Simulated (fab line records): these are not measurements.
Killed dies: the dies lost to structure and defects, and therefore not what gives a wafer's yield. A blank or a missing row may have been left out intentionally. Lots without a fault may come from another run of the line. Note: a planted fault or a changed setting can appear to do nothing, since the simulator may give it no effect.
The same fault as seen by 2 desks | flow gf180mcu | numbers are kept per desk, each desk with only its own; the story behind them comes last

== DESK OF THE TOOL OWNER: cvd_w-01 ==
The tool's own readings at GF_V1_CVD_23 (deposits W, target thk 350 nm, time 105.05 s): means of the sampled wafers that have a number, for each lot that ran on this tool. Any lot whose mean is over 4 standard deviations away from the usual mean is out of limits and marked OUT; that distance is given in the brackets.
Columns: A = chamber_pressure_Torr at GF_V1_CVD_23, usual 40.00 Torr; B = heater_power_outer_w at GF_V1_CVD_23, usual 539 W; C = heater_power_w at GF_V1_CVD_23, usual 865 W
lot  | first seen here | A               | B   | C
L897 | day 19 01:31    | 40.05           | 537 | 928
L898 | day 19 04:43    | 39.97           | 541 | 931
L903 | day 21 12:22    | 39.89           | 526 | 884
L908 | day 23 00:22    | 43.19 (+38) OUT | 523 | 877
L909 | day 23 05:11    | 41.48 (+18) OUT | 549 | 947
L918 | day 26 03:16    | 40.07           | 548 | 946
Finding of this desk: L908, L909 out of limits; the first was L908 at day 23 00:22, on chamber_pressure_Torr at GF_V1_CVD_23. Within limits: L897, L898, L903, L918.

== FROM THE METROLOGY DESK ==
Means of the sampled wafers that have a number, per lot and without regard to the tool the lot ran on: this is what the gauges read. Any lot whose mean is over 4 standard deviations away from the usual mean is out of limits and marked OUT; that distance is given in the brackets.
Columns: A = V1_W_RS at GF_V1_RS_MEAS_24, usual 0.328 ohm/sq; B = V1_W_THK at GF_V1_THK_MEAS_25, usual 344 nm
lot  | first seen here | A     | B
L897 | day 19 01:38    | 0.328 | 342
L898 | day 19 04:50    | 0.326 | 344
L899 | day 19 20:25    | 0.328 | 341
L903 | day 21 12:28    | 0.328 | 343
L904 | day 21 16:48    | 0.329 | 343
L905 | day 22 01:08    | 0.327 | 339
L908 | day 23 00:29    | 0.320 | 354
L909 | day 23 05:18    | 0.322 | 353
L915 | day 25 05:58    | 0.328 | 344
L917 | day 26 00:45    | 0.329 | 347
L918 | day 26 03:23    | 0.332 | 338
Result from this desk: across the 11 lots, nothing is out of limits.

== ALL TOGETHER ==
At day 23 00:22, on L908, L909, the tool owner's desk was in a position to raise an alarm.
At the metrology desk, nothing out of limits was observed.
The metrology desk holds a record of L908, L909, inside its limits.
The lots listed all ran GF_V1_CVD_23 on cvd_w-01.

== WHAT WAS PUT IN BY THE SIMULATOR ==
cvd_w-01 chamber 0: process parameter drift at GF_V1_CVD_23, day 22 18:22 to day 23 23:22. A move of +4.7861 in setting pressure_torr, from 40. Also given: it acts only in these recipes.
Lots struck among those shown: L908, L909.
Hours from the fault's start to each desk's first reading out of limits: the tool owner's desk, 6.
